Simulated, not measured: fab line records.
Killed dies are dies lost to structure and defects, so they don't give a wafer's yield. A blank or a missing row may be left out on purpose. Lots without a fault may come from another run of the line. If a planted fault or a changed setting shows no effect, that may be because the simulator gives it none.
Code-filled problem report in 8D (eight disciplines) form ; flow sky130 ; the parts of the form that need people (team, actions taken, sign-off) are left out

== 1. THE ISSUE ==
At SKY_VT_ADJUST_LVTN_DEVELOP_17, developer-temp-C averages 23.91 C over 6 wafers from 2 lots, while fault-free wafers read 23.02 C, standard deviation 0.11. That puts it +8.1 standard deviations away from the usual mean.
The step: develop time 60 s.
First observed at day 10 17:42: wafer L342.1, on litho-track-03. The record has a number at this step for 39 wafers belonging to 13 lots. The rule behind "out" and "out of limits": a value lying over 4 standard deviations away from the usual mean. The rest of the wafers with a number are treated as sound.

== 2. WHAT IT IS; WHAT IT IS NOT ==
question;is;is not
which readings at this step;developer-temp-C;-
which lots;L342, L343;L332, L333, L334, L335, L337, L338, L339, L340, L341, L351, L354
which wafers of those lots;all that have a number;-
read on which tools;litho-track-03;litho-track-01, litho-track-04
when;from day 10 17:42;"up to then (27 sound wafers); but 6 sound wafers of L351, L354 came after"

== 3. WHAT RULES OUT EACH SUSPECT ==
Counting: any tool at a process step up to the reading is kept as a suspect provided that every lot that is out went through it and no sound lot did after the first of them.
- litho-track-03 at SKY_VT_ADJUST_LVTN_DEVELOP_17 (develop time 60 s): kept. All lots that are out passed through it, beginning with L342 at day 10 17:42, and no sound lot followed; its final sound lot before that point was L341 at day 10 16:27. On those wafers its own readings are out: developer-temp-C.
After counting, what remains is litho-track-03 at SKY_VT_ADJUST_LVTN_DEVELOP_17.

== 4. THE CAUSE (what the simulator had put in) ==
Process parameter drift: litho-track-03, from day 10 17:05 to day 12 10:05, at SKY_VT_ADJUST_LVTN_DEVELOP_17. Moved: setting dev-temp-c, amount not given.
Counting left only this tool.

== 5. THE CHAIN OF EFFECTS, in route order ==
Rows list readings where the struck wafers' mean (over those with a number) sits beyond 3 standard deviations from the usual. Readings are gone through only where the record gives a usual standard deviation; hours: the median, over the lots, of the time from a lot's start at the first step in this table giving one to that lot's start at this step; sigmas: the change measured in usual standard deviations.
hours;step;reading;usual;on struck wafers;change;sigmas
0;SKY_VT_ADJUST_LVTN_DEVELOP_17;developer-temp-C;23.02 C;23.91;+0.89;+8.1
Process steps it contains:
- SKY_VT_ADJUST_LVTN_DEVELOP_17: develop time 60 s.
At these later measuring or inspecting steps, every struck wafer for which the step has a row has a number for every such reading, and none has moved that far: SKY_VT_ADJUST_NCORE_CD_MEAS_07, SKY_SONOS_ONO_OVL_MEAS_14.

== 6. HOW IT WOULD HAVE BEEN CAUGHT EARLIER ==
In this record the first reading out of limits was taken at day 10 17:42, 1 hour after the fault began at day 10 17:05.
